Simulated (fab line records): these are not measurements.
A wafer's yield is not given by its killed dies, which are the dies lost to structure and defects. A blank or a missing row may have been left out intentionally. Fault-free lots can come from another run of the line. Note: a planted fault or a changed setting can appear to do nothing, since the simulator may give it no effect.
fab line records || flow gf180mcu
[record] {"lots": 5, "wafers": 15, "lastDay": 34}
route steps=602 shown NSD@240 PSD@248
lots with no fault: from the same line, run without faults
startH: hours from the record's first day to the start of the lot's first wafer shown || waitH: hours elapsed since this lot's preceding step || " repeats the value in the row above || L1.1+2: a single row standing in for several wafers || - no value, or no start was given || * or withheld: withheld || < > ~ a bound
route shown NAME@n: names a module that has steps shown in the file, with the first one's number in the route || usual: mean/standard deviation of fault-free wafers || same: alike in all rows || chamber/n: place in a boat || sites: the reading at each site || _std_site: the standard deviation of these || _edge_site: inner sites' mean taken away from outer sites' mean || radiusMm: how far each site lies from the wafer's centre || mask NAME#n: copy n || behind: the tool/chamber that last shaped the wafer || hold: what put the lot on hold/how long, in hours/how the hold closed || device: whichever transistor did not switch (one of n, p or np) || end of line: tests run on the same wafers once the route is complete || where a step has no rows: the recipe by itself || killed: not the wafer's yield, but the dies lost to structure and defects at the first sort || map: per-die view of a wafer (x killed, . not killed, _ where there is no die)
set.NAME: the run value of the setting; set.NAME@STEP: its run value at that earlier step || model.NAME: the simulator's own value behind a step, which no gauge read
lots seen at some steps along the route; tables by step, rows by wafer
services: the hour from which a tool's chamber was out of use, counted from the record's first day as startH (under 0 if before that day), plus the number of hours and why
[[steps]]
[step GF_NSD_PEB_05]
[recipe] {"tempC": "withheld", "timeS": "*", "resist": "NOVOLAK"}
[step GF_NSD_DEVELOP_06]
[recipe] {"developTimeS": 60, "devTempC": 23}
[step GF_NSD_CD_MEAS_07]
[recipe] {"targetCdNm": 400}
[usual] {"cdNm": "399.5/2.5"}
{"lot.wafer": "L940.2", "tool": "cdSem-02", "chamber": "-", "startH": 296.09, "waitH": 0.1, "cdNm": 403.6}
{"lot.wafer": "L940.5", "tool": "cdSem-02", "chamber": "-", "startH": 296.09, "waitH": 0.1, "cdNm": 401.3}
{"lot.wafer": "L940.6", "tool": "cdSem-02", "chamber": "-", "startH": 296.09, "waitH": 0.1, "cdNm": 403.1}
{"lot.wafer": "L948.1", "tool": "cdSem-02", "chamber": "-", "startH": 362.63, "waitH": 0.2, "cdNm": 394.2}
{"lot.wafer": "L948.2", "tool": "cdSem-02", "chamber": "-", "startH": 362.63, "waitH": 0.2, "cdNm": 396.6}
{"lot.wafer": "L948.3", "tool": "cdSem-02", "chamber": "-", "startH": 362.63, "waitH": 0.2, "cdNm": 394.4}
{"lot.wafer": "L949.2", "tool": "cdSem-02", "chamber": "-", "startH": 373.71, "waitH": 0.1, "cdNm": 399.1}
{"lot.wafer": "L949.3", "tool": "cdSem-02", "chamber": "-", "startH": 373.71, "waitH": 0.1, "cdNm": 397.0}
{"lot.wafer": "L949.4", "tool": "cdSem-02", "chamber": "-", "startH": 373.71, "waitH": 0.1, "cdNm": 399.4}
{"lot.wafer": "L959.1", "tool": "cdSem-02", "chamber": "-", "startH": 454.84, "waitH": 0.1, "cdNm": 399.4}
{"lot.wafer": "L959.3", "tool": "cdSem-02", "chamber": "-", "startH": 454.84, "waitH": 0.1, "cdNm": 398.4}
{"lot.wafer": "L959.6", "tool": "cdSem-02", "chamber": "-", "startH": 454.84, "waitH": 0.1, "cdNm": 399.0}
{"lot.wafer": "L962.2", "tool": "cdSem-01", "chamber": "-", "startH": 477.06, "waitH": 0.1, "cdNm": 399.2}
{"lot.wafer": "L962.3", "tool": "cdSem-01", "chamber": "-", "startH": 477.06, "waitH": 0.1, "cdNm": 395.9}
{"lot.wafer": "L962.6", "tool": "cdSem-01", "chamber": "-", "startH": 477.06, "waitH": 0.1, "cdNm": 398.1}
[step GF_NSD_OVL_MEAS_08]
[usual] {"NSD_OVL": "0.0/1.5"}
{"lot.wafer": "L940.2", "tool": "overlay-01", "chamber": "-", "startH": 296.20, "waitH": 0.1, "NSD_OVL[nm]": -1.0}
{"lot.wafer": "L940.5", "tool": "overlay-01", "chamber": "-", "startH": 296.20, "waitH": 0.1, "NSD_OVL[nm]": -1.6}
{"lot.wafer": "L940.6", "tool": "overlay-01", "chamber": "-", "startH": 296.20, "waitH": 0.1, "NSD_OVL[nm]": -0.2}
{"lot.wafer": "L948.1", "tool": "overlay-01", "chamber": "-", "startH": 362.75, "waitH": 0.1, "NSD_OVL[nm]": -0.5}
{"lot.wafer": "L948.2", "tool": "overlay-01", "chamber": "-", "startH": 362.75, "waitH": 0.1, "NSD_OVL[nm]": -0.9}
{"lot.wafer": "L948.3", "tool": "overlay-01", "chamber": "-", "startH": 362.75, "waitH": 0.1, "NSD_OVL[nm]": -1.3}
{"lot.wafer": "L949.2", "tool": "overlay-02", "chamber": "-", "startH": 373.82, "waitH": 0.1, "NSD_OVL[nm]": 2.6}
{"lot.wafer": "L949.3", "tool": "overlay-02", "chamber": "-", "startH": 373.82, "waitH": 0.1, "NSD_OVL[nm]": 2.4}
{"lot.wafer": "L949.4", "tool": "overlay-02", "chamber": "-", "startH": 373.82, "waitH": 0.1, "NSD_OVL[nm]": 1.5}
{"lot.wafer": "L959.1", "tool": "overlay-02", "chamber": "-", "startH": 454.96, "waitH": 0.1, "NSD_OVL[nm]": -1.6}
{"lot.wafer": "L959.3", "tool": "overlay-02", "chamber": "-", "startH": 454.96, "waitH": 0.1, "NSD_OVL[nm]": -1.5}
{"lot.wafer": "L959.6", "tool": "overlay-02", "chamber": "-", "startH": 454.96, "waitH": 0.1, "NSD_OVL[nm]": -0.1}
{"lot.wafer": "L962.2", "tool": "overlay-01", "chamber": "-", "startH": 477.17, "waitH": 0.1, "NSD_OVL[nm]": 0.8}
{"lot.wafer": "L962.3", "tool": "overlay-01", "chamber": "-", "startH": 477.17, "waitH": 0.1, "NSD_OVL[nm]": 0.1}
{"lot.wafer": "L962.6", "tool": "overlay-01", "chamber": "-", "startH": 477.17, "waitH": 0.1, "NSD_OVL[nm]": 0.6}
[step GF_NSD_IMPLANT_09]
[recipe] {"species": "As", "energyKev": 60, "doseCm2": 4e+15, "tiltDeg": 7}
[step GF_NSD_IMPLANT_10]
[recipe] {"species": "P", "energyKev": 40, "doseCm2": 5e+14, "tiltDeg": 7}
[step GF_NSD_STRIP_11]
[recipe] {"chemistry": "O2/N2", "powerW": 1400, "pressureMtorr": 1500, "platenTempC": 250, "o2FlowSccm": 3000, "n2FlowSccm": 300, "overashFraction": 0.5}
[usual] {"drypumpMotorCurrentA": "5.5/0.52", "heaterPowerW": "360/24", "oesProductAu": "0.487/0.0045", "platenTempC": "250.00/0.19", "stripTimeToEndpointS": "22.99/0.035"}
{"lot.wafer": "L940.2", "tool": "plasmaAsher-03", "chamber": 1, "startH": 296.53, "waitH": 0.1, "drypumpMotorCurrentA": 6.1, "heaterPowerW": 374, "oesProductAu": 0.494, "platenTempC": 250.09, "rfHoursCounterH": 20, "stripTimeToEndpointS": 22.95}
{"lot.wafer": "L940.5", "tool": "plasmaAsher-03", "chamber": 0, "startH": 296.53, "waitH": 0.1, "drypumpMotorCurrentA": 5.4, "heaterPowerW": 325, "oesProductAu": 0.490, "platenTempC": 250.06, "rfHoursCounterH": "-", "stripTimeToEndpointS": 22.98}
{"lot.wafer": "L940.6", "tool": "plasmaAsher-03", "chamber": 1, "startH": 296.53, "waitH": 0.1, "drypumpMotorCurrentA": 6.1, "heaterPowerW": 366, "oesProductAu": 0.484, "platenTempC": 249.85, "rfHoursCounterH": "-", "stripTimeToEndpointS": 22.99}
{"lot.wafer": "L948.1", "tool": "plasmaAsher-01", "chamber": 1, "startH": 363.09, "waitH": 0.1, "drypumpMotorCurrentA": 4.8, "heaterPowerW": 374, "oesProductAu": 0.493, "platenTempC": 250.12, "rfHoursCounterH": 60, "stripTimeToEndpointS": 22.97}
{"lot.wafer": "L948.2", "tool": "plasmaAsher-01", "chamber": 0, "startH": 363.09, "waitH": 0.1, "drypumpMotorCurrentA": 5.9, "heaterPowerW": 376, "oesProductAu": 0.488, "platenTempC": 249.96, "rfHoursCounterH": 60, "stripTimeToEndpointS": 22.97}
{"lot.wafer": "L948.3", "tool": "plasmaAsher-01", "chamber": 0, "startH": 363.09, "waitH": 0.1, "drypumpMotorCurrentA": 5.9, "heaterPowerW": 382, "oesProductAu": 0.481, "platenTempC": 250.02, "rfHoursCounterH": "-", "stripTimeToEndpointS": 22.96}
{"lot.wafer": "L949.2", "tool": "plasmaAsher-03", "chamber": 1, "startH": 374.15, "waitH": 0.1, "drypumpMotorCurrentA": 6.1, "heaterPowerW": 365, "oesProductAu": 0.491, "platenTempC": 249.80, "rfHoursCounterH": 28, "stripTimeToEndpointS": 22.97}
{"lot.wafer": "L949.3", "tool": "plasmaAsher-03", "chamber": 0, "startH": 374.15, "waitH": 0.1, "drypumpMotorCurrentA": 5.4, "heaterPowerW": 326, "oesProductAu": 0.487, "platenTempC": 249.82, "rfHoursCounterH": "-", "stripTimeToEndpointS": 23.00}
{"lot.wafer": "L949.4", "tool": "plasmaAsher-03", "chamber": 1, "startH": 374.15, "waitH": 0.1, "drypumpMotorCurrentA": 6.1, "heaterPowerW": 370, "oesProductAu": 0.488, "platenTempC": 249.87, "rfHoursCounterH": "-", "stripTimeToEndpointS": 23.02}
{"lot.wafer": "L959.1", "tool": "plasmaAsher-01", "chamber": 1, "startH": 455.30, "waitH": 0.1, "drypumpMotorCurrentA": 4.8, "heaterPowerW": 370, "oesProductAu": 0.486, "platenTempC": 250.03, "rfHoursCounterH": 69, "stripTimeToEndpointS": 23.00}
{"lot.wafer": "L959.3", "tool": "plasmaAsher-01", "chamber": 1, "startH": 455.30, "waitH": 0.1, "drypumpMotorCurrentA": 4.8, "heaterPowerW": 374, "oesProductAu": 0.488, "platenTempC": 250.03, "rfHoursCounterH": "-", "stripTimeToEndpointS": 23.00}
{"lot.wafer": "L959.6", "tool": "plasmaAsher-01", "chamber": 0, "startH": 455.30, "waitH": 0.1, "drypumpMotorCurrentA": 5.9, "heaterPowerW": 372, "oesProductAu": 0.485, "platenTempC": 250.44, "rfHoursCounterH": "-", "stripTimeToEndpointS": 23.02}
{"lot.wafer": "L962.2", "tool": "plasmaAsher-01", "chamber": 0, "startH": 477.50, "waitH": 0.1, "drypumpMotorCurrentA": 5.9, "heaterPowerW": 383, "oesProductAu": 0.493, "platenTempC": 250.20, "rfHoursCounterH": 72, "stripTimeToEndpointS": 22.97}
{"lot.wafer": "L962.3", "tool": "plasmaAsher-01", "chamber": 1, "startH": 477.50, "waitH": 0.1, "drypumpMotorCurrentA": 4.8, "heaterPowerW": 375, "oesProductAu": 0.483, "platenTempC": 250.15, "rfHoursCounterH": "-", "stripTimeToEndpointS": 23.00}
{"lot.wafer": "L962.6", "tool": "plasmaAsher-01", "chamber": 1, "startH": 477.50, "waitH": 0.1, "drypumpMotorCurrentA": 4.8, "heaterPowerW": 379, "oesProductAu": 0.483, "platenTempC": 250.12, "rfHoursCounterH": "-", "stripTimeToEndpointS": 23.00}
[step GF_NSD_TW_MEAS_12]
[usual] {"NSD_TW": "4283/66"}
{"lot.wafer": "L940.2", "tool": "filmMetro-04", "chamber": "-", "startH": 296.64, "waitH": 0.1, "NSD_TW": 4231}
{"lot.wafer": "L940.5", "tool": "filmMetro-04", "chamber": "-", "startH": 296.64, "waitH": 0.1, "NSD_TW": 4209}
{"lot.wafer": "L940.6", "tool": "filmMetro-04", "chamber": "-", "startH": 296.64, "waitH": 0.1, "NSD_TW": 4209}
{"lot.wafer": "L948.1", "tool": "filmMetro-01", "chamber": "-", "startH": 363.19, "waitH": 0.1, "NSD_TW": 4310}
{"lot.wafer": "L948.2", "tool": "filmMetro-01", "chamber": "-", "startH": 363.19, "waitH": 0.1, "NSD_TW": 4333}
{"lot.wafer": "L948.3", "tool": "filmMetro-01", "chamber": "-", "startH": 363.19, "waitH": 0.1, "NSD_TW": 4322}
{"lot.wafer": "L949.2", "tool": "filmMetro-01", "chamber": "-", "startH": 374.26, "waitH": 0.1, "NSD_TW": 4321}
{"lot.wafer": "L949.3", "tool": "filmMetro-01", "chamber": "-", "startH": 374.26, "waitH": 0.1, "NSD_TW": 4349}
{"lot.wafer": "L949.4", "tool": "filmMetro-01", "chamber": "-", "startH": 374.26, "waitH": 0.1, "NSD_TW": 4336}
{"lot.wafer": "L959.1", "tool": "filmMetro-01", "chamber": "-", "startH": 455.40, "waitH": 0.1, "NSD_TW": 4393}
{"lot.wafer": "L959.3", "tool": "filmMetro-01", "chamber": "-", "startH": 455.40, "waitH": 0.1, "NSD_TW": 4405}
{"lot.wafer": "L959.6", "tool": "filmMetro-01", "chamber": "-", "startH": 455.40, "waitH": 0.1, "NSD_TW": 4365}
{"lot.wafer": "L962.2", "tool": "filmMetro-01", "chamber": "-", "startH": 477.61, "waitH": 0.1, "NSD_TW": 4320}
{"lot.wafer": "L962.3", "tool": "filmMetro-01", "chamber": "-", "startH": 477.61, "waitH": 0.1, "NSD_TW": 4332}
{"lot.wafer": "L962.6", "tool": "filmMetro-01", "chamber": "-", "startH": 477.61, "waitH": 0.1, "NSD_TW": 4334}
[step GF_PSD_DEHYDRATE_00]
[recipe] {"tempC": 200, "timeS": 60}
[step GF_PSD_HMDS_01]
[recipe] {"primeTimeS": 60, "primeTempC": 120}
[step GF_PSD_COAT_02]
[recipe] {"resist": "NOVOLAK", "spinRpm": 3000, "resistThkNm": 1000}
[step GF_PSD_SOFTBAKE_03]
[recipe] {"tempC": 90, "timeS": 60, "resist": "NOVOLAK"}
[step GF_PSD_EXPOSE_04]
[recipe] {"maskId": "Pplus", "targetCdNm": 400, "na": 0.6, "sourceShape": "conventional", "sigmaOuter": 0.6, "doseMj": 140}
{"lot.wafer": "L940.2+5+6", "tool": "ilineStepper-01", "chamber": 0, "startH": 306.85, "waitH": "-", "mask": "Pplus#0"}
{"lot.wafer": "L948.1+2+3", "tool": "ilineStepper-02", "chamber": 0, "startH": 374.90, "waitH": "-", "mask": "Pplus_R1#0"}
{"lot.wafer": "L949.2+3+4", "tool": "ilineStepper-01", "chamber": 0, "startH": 385.81, "waitH": "-", "mask": "Pplus#0"}
{"lot.wafer": "L959.1+3+6", "tool": "ilineStepper-02", "chamber": 0, "startH": 467.27, "waitH": "-", "mask": "Pplus#0"}
{"lot.wafer": "L962.2+3+6", "tool": "ilineStepper-01", "chamber": 0, "startH": 489.37, "waitH": "-", "mask": "Pplus#0"}
[step GF_PSD_PEB_05]
[recipe] {"tempC": "withheld", "timeS": "*", "resist": "NOVOLAK"}
[step GF_PSD_DEVELOP_06]
[recipe] {"developTimeS": 60, "devTempC": 23}
[step GF_PSD_CD_MEAS_07]
[recipe] {"targetCdNm": 400}
[usual] {"cdNm": "399.6/2.3"}
{"lot.wafer": "L940.2", "tool": "cdSem-01", "chamber": "-", "startH": 316.90, "waitH": 0.1, "hold": "-", "cdNm": 398.1}
{"lot.wafer": "L940.5", "tool": "cdSem-01", "chamber": "-", "startH": 316.90, "waitH": 0.1, "hold": "-", "cdNm": 399.1}
{"lot.wafer": "L940.6", "tool": "cdSem-01", "chamber": "-", "startH": 316.90, "waitH": 0.1, "hold": "-", "cdNm": 397.2}
{"lot.wafer": "L948.1", "tool": "cdSem-02", "chamber": "-", "startH": 386.56, "waitH": 0.7, "hold": "awaitDispo/0.2h/release", "cdNm": 314.9}
{"lot.wafer": "L948.2", "tool": "cdSem-02", "chamber": "-", "startH": 386.56, "waitH": 0.7, "hold": "awaitDispo/0.2h/release", "cdNm": 315.2}
{"lot.wafer": "L948.3", "tool": "cdSem-02", "chamber": "-", "startH": 386.56, "waitH": 0.7, "hold": "awaitDispo/0.2h/release", "cdNm": 314.7}
{"lot.wafer": "L948.1", "tool": "cdSem-02", "chamber": "-", "startH": 386.92, "waitH": 0.3, "hold": "-", "cdNm": 315.3}
{"lot.wafer": "L948.2", "tool": "cdSem-02", "chamber": "-", "startH": 386.92, "waitH": 0.3, "hold": "-", "cdNm": 315.3}
{"lot.wafer": "L948.3", "tool": "cdSem-02", "chamber": "-", "startH": 386.92, "waitH": 0.3, "hold": "-", "cdNm": 314.3}
{"lot.wafer": "L949.2", "tool": "cdSem-01", "chamber": "-", "startH": 396.41, "waitH": 0.1, "hold": "-", "cdNm": 397.7}
{"lot.wafer": "L949.3", "tool": "cdSem-01", "chamber": "-", "startH": 396.41, "waitH": 0.1, "hold": "-", "cdNm": 395.7}
{"lot.wafer": "L949.4", "tool": "cdSem-01", "chamber": "-", "startH": 396.41, "waitH": 0.1, "hold": "-", "cdNm": 396.7}
{"lot.wafer": "L959.1", "tool": "cdSem-02", "chamber": "-", "startH": 479.21, "waitH": 0.1, "hold": "-", "cdNm": 400.6}
{"lot.wafer": "L959.3", "tool": "cdSem-02", "chamber": "-", "startH": 479.21, "waitH": 0.1, "hold": "-", "cdNm": 401.3}
{"lot.wafer": "L959.6", "tool": "cdSem-02", "chamber": "-", "startH": 479.21, "waitH": 0.1, "hold": "-", "cdNm": 403.3}
{"lot.wafer": "L962.2", "tool": "cdSem-01", "chamber": "-", "startH": 500.79, "waitH": 0.1, "hold": "-", "cdNm": 397.3}
{"lot.wafer": "L962.3", "tool": "cdSem-01", "chamber": "-", "startH": 500.79, "waitH": 0.1, "hold": "-", "cdNm": 399.7}
{"lot.wafer": "L962.6", "tool": "cdSem-01", "chamber": "-", "startH": 500.79, "waitH": 0.1, "hold": "-", "cdNm": 398.2}
[step GF_PSD_OVL_MEAS_08]
[usual] {"PSD_OVL": "-0.2/1.6"}
{"lot.wafer": "L940.2", "tool": "overlay-02", "chamber": "-", "startH": 317.00, "waitH": 0.1, "hold": "-", "PSD_OVL[nm]": -0.5}
{"lot.wafer": "L940.5", "tool": "overlay-02", "chamber": "-", "startH": 317.00, "waitH": 0.1, "hold": "-", "PSD_OVL[nm]": 0.0}
{"lot.wafer": "L940.6", "tool": "overlay-02", "chamber": "-", "startH": 317.00, "waitH": 0.1, "hold": "-", "PSD_OVL[nm]": 0.8}
{"lot.wafer": "L948.1", "tool": "overlay-02", "chamber": "-", "startH": 392.88, "waitH": 5.9, "hold": "awaitDispo/5.8h/release", "PSD_OVL[nm]": -0.9}
{"lot.wafer": "L948.2", "tool": "overlay-02", "chamber": "-", "startH": 392.88, "waitH": 5.9, "hold": "awaitDispo/5.8h/release", "PSD_OVL[nm]": -0.1}
{"lot.wafer": "L948.3", "tool": "overlay-02", "chamber": "-", "startH": 392.88, "waitH": 5.9, "hold": "awaitDispo/5.8h/release", "PSD_OVL[nm]": -0.1}
{"lot.wafer": "L949.2", "tool": "overlay-02", "chamber": "-", "startH": 396.52, "waitH": 0.1, "hold": "-", "PSD_OVL[nm]": -0.1}
{"lot.wafer": "L949.3", "tool": "overlay-02", "chamber": "-", "startH": 396.52, "waitH": 0.1, "hold": "-", "PSD_OVL[nm]": -0.1}
{"lot.wafer": "L949.4", "tool": "overlay-02", "chamber": "-", "startH": 396.52, "waitH": 0.1, "hold": "-", "PSD_OVL[nm]": 0.6}
{"lot.wafer": "L959.1", "tool": "overlay-02", "chamber": "-", "startH": 479.33, "waitH": 0.1, "hold": "-", "PSD_OVL[nm]": -1.1}
{"lot.wafer": "L959.3", "tool": "overlay-02", "chamber": "-", "startH": 479.33, "waitH": 0.1, "hold": "-", "PSD_OVL[nm]": 1.4}
{"lot.wafer": "L959.6", "tool": "overlay-02", "chamber": "-", "startH": 479.33, "waitH": 0.1, "hold": "-", "PSD_OVL[nm]": 0.5}
{"lot.wafer": "L962.2", "tool": "overlay-01", "chamber": "-", "startH": 500.90, "waitH": 0.1, "hold": "-", "PSD_OVL[nm]": -1.5}
{"lot.wafer": "L962.3", "tool": "overlay-01", "chamber": "-", "startH": 500.90, "waitH": 0.1, "hold": "-", "PSD_OVL[nm]": 0.0}
{"lot.wafer": "L962.6", "tool": "overlay-01", "chamber": "-", "startH": 500.90, "waitH": 0.1, "hold": "-", "PSD_OVL[nm]": -2.2}
[[services]]
{"tool": "ilineStepper-01", "chamber": "-", "startH": 287.84, "hours": 1.7, "kind": "pm"}
{"tool": "ilineStepper-01", "chamber": "-", "startH": 300.40, "hours": 0.8, "kind": "repair"}
{"tool": "ilineStepper-02", "chamber": "-", "startH": 315.06, "hours": 5.0, "kind": "repair"}
{"tool": "ilineStepper-02", "chamber": "-", "startH": 333.08, "hours": 2.1, "kind": "pm"}
{"tool": "ilineStepper-02", "chamber": "-", "startH": 335.17, "hours": "-", "kind": "consumableReplace:lamp"}
{"tool": "plasmaAsher-03", "chamber": "-", "startH": 347.28, "hours": 2.8, "kind": "pm"}
{"tool": "ilineStepper-01", "chamber": "-", "startH": 347.52, "hours": 4.4, "kind": "pm"}
{"tool": "plasmaAsher-01", "chamber": "-", "startH": 369.06, "hours": 4.0, "kind": "pm"}
{"tool": "ilineStepper-02", "chamber": "-", "startH": 384.54, "hours": 14.9, "kind": "repair"}
{"tool": "ilineStepper-02", "chamber": 0, "startH": 398.57, "hours": "-", "kind": "calibration"}
{"tool": "plasmaAsher-01", "chamber": "-", "startH": 436.80, "hours": 2.8, "kind": "pm"}
{"tool": "ilineStepper-02", "chamber": "-", "startH": 437.47, "hours": 1.7, "kind": "pm"}
{"tool": "ilineStepper-01", "chamber": 0, "startH": 454.95, "hours": "-", "kind": "calibration"}
{"tool": "plasmaAsher-03", "chamber": "-", "startH": 464.51, "hours": 3.4, "kind": "repair"}
[[key]]
[firstSign] {"step": "GF_PSD_EXPOSE_04", "reading": "mask", "direction": "changed"}
[effect] {"step": "GF_PSD_CD_MEAS_07", "reading": "visit", "direction": "added"}
[effect] {"step": "GF_PSD_CD_MEAS_07", "reading": "cdNm", "direction": "down", "sigmas": 36, "usual": 399.6, "struck": 314.9}
metAt GF_PSD_EXPOSE_04
struckWafers L948.1,L948.2,L948.3
sortLeftOut L948.1,L948.2,L948.3
testerLeftOut L948
[fault] {"kind": "wrongMask", "tool": "any", "chamber": "-", "onsetH": 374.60, "steps": "GF_PSD_EXPOSE_04", "auxCopy": "Pplus_R1#0", "cdOffsetNm": -80, "scope": "struckLotsOnly"}
// testerLeftOut: of these lots the tester's yield and bins aren't shown, on N5 and GAA mostly nor the transistor test; their killed dies are dies lost to structure and defects alone, not to doping, threshold or leakage, so they don't give the yield
// sortLeftOut: the simulated sort isn't trusted on such a fault, so these wafers' sort isn't shown, and their yield isn't known
